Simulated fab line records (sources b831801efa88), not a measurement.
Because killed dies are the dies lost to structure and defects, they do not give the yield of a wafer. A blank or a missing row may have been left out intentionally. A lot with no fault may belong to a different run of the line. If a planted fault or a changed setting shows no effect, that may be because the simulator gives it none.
Comparing a struck lot with a sound one	flow sfq-line	28 out of 325 route steps
Sound: wafers L803.1, L803.2, L803.6. Struck: wafer L812.2. (L812.5, L812.6 of the same lot were not struck and are left out.) The cause comes at the end.
For every step that has rows: the tool of each side, followed by ch and its chambers, followed by its first start. Under that, the readings that differ: sound wafers	struck wafers	difference of the means	sigmas: that difference in standard deviations of wafers without a fault.
alike: a reading whose means differ by less than 2 such deviations, as well as words and numbers matching on both sides. not compared: withheld readings; readings where some wafer has no value; bounds like >300 that might hide an equal value; numbers whose values overlap and for which the record gives no deviation.
Wherever a step has rows on one side only, a row that says differs or no value, or a row with sigmas, the two part there. Numbers that have no deviation but don't overlap get no sigmas and don't part them. Lack of a reading on every wafer of one side parts them only where that side has two or more wafers.

first, 6 steps without rows for these wafers: SFQ_TRILAYER_M6_LITHO_COAT_164 (resist thk 62 nm); SFQ_TRILAYER_M6_LITHO_COAT_159 (resist thk 600 nm); SFQ_TRILAYER_M6_LITHO_SOFTBAKE_163; SFQ_TRILAYER_M6_LITHO_EXPOSE_160 (exposes mask M6, target cd 500 nm); SFQ_TRILAYER_M6_LITHO_PEB_162 (peb time 60 s); SFQ_TRILAYER_M6_LITHO_DEVELOP_161 (time 60 s).
SFQ_M6_OVL_MEAS_940:
  sound on overlay-02 at day 73 17:18; struck on overlay-01 at day 81 16:30
  alike: M6_OVL
SFQ_TRILAYER_M6_BARC_OPEN_METAL_ETCH_206: etches BARC in O2, target depth 125 nm, time 41.7 s.
  sound on rie-metal-04 ch 0,1, day 73 17:20; struck on rie-metal-01 ch 1, day 81 16:32
reading	sound	struck	difference	sigmas
drypump-motor-current-A (A)	6.2 6.0 6.2	5.4	-0.7	-2
  alike: chamber-pressure-mTorr, oes-product-au
  not compared: rf-hours-counter-h
then, 1 step without rows for these wafers: SFQ_TRILAYER_M6_ETCH_METAL_ETCH_162 (etches Nb in Cl2/Ar, stops on SiO2, target depth 240 nm, time 120 s).
SFQ_TRILAYER_M6_STRIP_STRIP_163: strips in O2.
  sound on rie-metal-04 ch 0,1, day 73 17:31; struck on rie-metal-01 ch 1, day 81 16:43
reading	sound	struck	difference	sigmas
drypump-motor-current-A (A)	6.2 6.1 6.2	5.4	-0.8	-2
  alike: chamber-pressure-mTorr, oes-product-au
  not compared: rf-hours-counter-h
then, 1 step without rows for these wafers: SFQ_TRILAYER_M6_STRIP_SOLV_CLEAN_164 (cleans in NMP, time 600 s).
SFQ_TRILAYER_I6_DEP_PECVD_165: deposits SiO2 from SiH4/N2O, time 111.11 s, target thk 500 nm.
  sound on pecvd-02 ch 1,2, day 73 18:18; struck on pecvd-04 ch 1, day 81 17:29
  alike: heater-power-w, throttle-valve-pct
SFQ_TRILAYER_I6_CMP_CMP_166: polishes SiO2.
  sound on cmp-02 ch 1,2,3, day 73 18:59; struck on cmp-02 ch 1, day 81 18:34
reading	sound	struck	difference	sigmas
model.SiO2_of_TRILAYER_I6_DEP_PECVD_165.thk-nm (nm)	201.8 199.6 199.6	179.4	-20.9	
  alike: motor-current-A, retaining-ring-pressure-frac, slurry-filter-dp-kPa, time-to-endpoint-s
SFQ_I6_BOW_MEAS_941:
  sound on film-metro-01 at day 73 21:59; struck on film-metro-03 at day 81 21:55
  not compared: I6_BOW
SFQ_TRILAYER_I6_METRO_MEASURE_167:
  sound on film-metro-01 at day 73 22:06; struck on film-metro-03 at day 82 04:56
reading	sound	struck	difference	sigmas
thk-nm (nm)	201.8 199.4 199.6	179.4	-20.9	-19
then, 6 steps without rows for these wafers: SFQ_TRILAYER_I6_VIA_LITHO_COAT_174 (resist thk 62 nm); SFQ_TRILAYER_I6_VIA_LITHO_COAT_169 (resist thk 650 nm); SFQ_TRILAYER_I6_VIA_LITHO_SOFTBAKE_173; SFQ_TRILAYER_I6_VIA_LITHO_EXPOSE_170 (exposes mask I6, target cd 700 nm); SFQ_TRILAYER_I6_VIA_LITHO_PEB_172 (peb time 60 s); SFQ_TRILAYER_I6_VIA_LITHO_DEVELOP_171 (time 60 s).
SFQ_I6_OVL_MEAS_942:
  sound on overlay-01 at day 77 18:11; struck on overlay-01 at day 82 23:50
  alike: I6_OVL
SFQ_TRILAYER_I6_VIA_BARC_OPEN_VIA_ETCH_235: etches BARC in O2, target depth 125 nm, time 41.7 s.
  sound on rie-diel-04 ch 1,3, day 77 18:13; struck on rie-diel-04 ch 0, day 82 23:52
reading	sound	struck	difference	sigmas
drypump-motor-current-A (A)	5.6 4.9 5.6	6.6	+1.2	+3
  alike: chamber-pressure-mTorr, oes-product-au
  not compared: rf-hours-counter-h
SFQ_TRILAYER_I6_VIA_ETCH_VIA_ETCH_172: etches SiO2 in CHF3, stops on Nb, target depth 260 nm.
  sound on rie-diel-04 ch 1,3, day 77 18:15; struck on rie-diel-04 ch 0, day 82 23:54
reading	sound	struck	difference	sigmas
drypump-motor-current-A (A)	5.6 5.0 5.6	6.6	+1.2	+3
oes-product-au (a.u.)	0.859 0.854 0.857	0.806	-0.051	-9
model.etch.depth-nm (nm)	201.8 199.6 199.6	179.4	-20.9	
model.I6.feature-depth-nm (nm)	201.8 199.6 199.6	179.4	-20.9	
  alike: chamber-pressure-mTorr
then, 2 steps without rows for these wafers: SFQ_TRILAYER_I6_VIA_STRIP_STRIP_173 (strips in O2); SFQ_TRILAYER_I6_VIA_STRIP_SOLV_CLEAN_174 (cleans in NMP, time 600 s).
SFQ_TRILAYER_M7_DEP_PRE_CLEAN_176: time 22.5 s.
  sound on pvd-sputter-06 at day 77 19:08; struck on pvd-sputter-06 at day 83 00:47
reading	sound	struck	difference	sigmas
model.SiO2_of_TRILAYER_I6_DEP_PECVD_165.thk-nm (nm)	194.3 192.1 192.1	171.9	-20.9	
SFQ_TRILAYER_M7_DEP_SPUTTER_175: material Nb, target thk 200 nm, time 133.3 s.
  sound on pvd-sputter-06 at day 77 19:10; struck on pvd-sputter-06 at day 83 00:49
  alike: base-pressure-pa, throttle-valve-pct

== WHERE THEY PART ==
Last at SFQ_TRILAYER_I6_VIA_ETCH_VIA_ETCH_172 as far as this record goes, first at SFQ_TRILAYER_M6_BARC_OPEN_METAL_ETCH_206. Later steps at which nothing parts them and some readings are alike: SFQ_TRILAYER_M7_DEP_SPUTTER_175.

WHY: what had been put in by the simulator
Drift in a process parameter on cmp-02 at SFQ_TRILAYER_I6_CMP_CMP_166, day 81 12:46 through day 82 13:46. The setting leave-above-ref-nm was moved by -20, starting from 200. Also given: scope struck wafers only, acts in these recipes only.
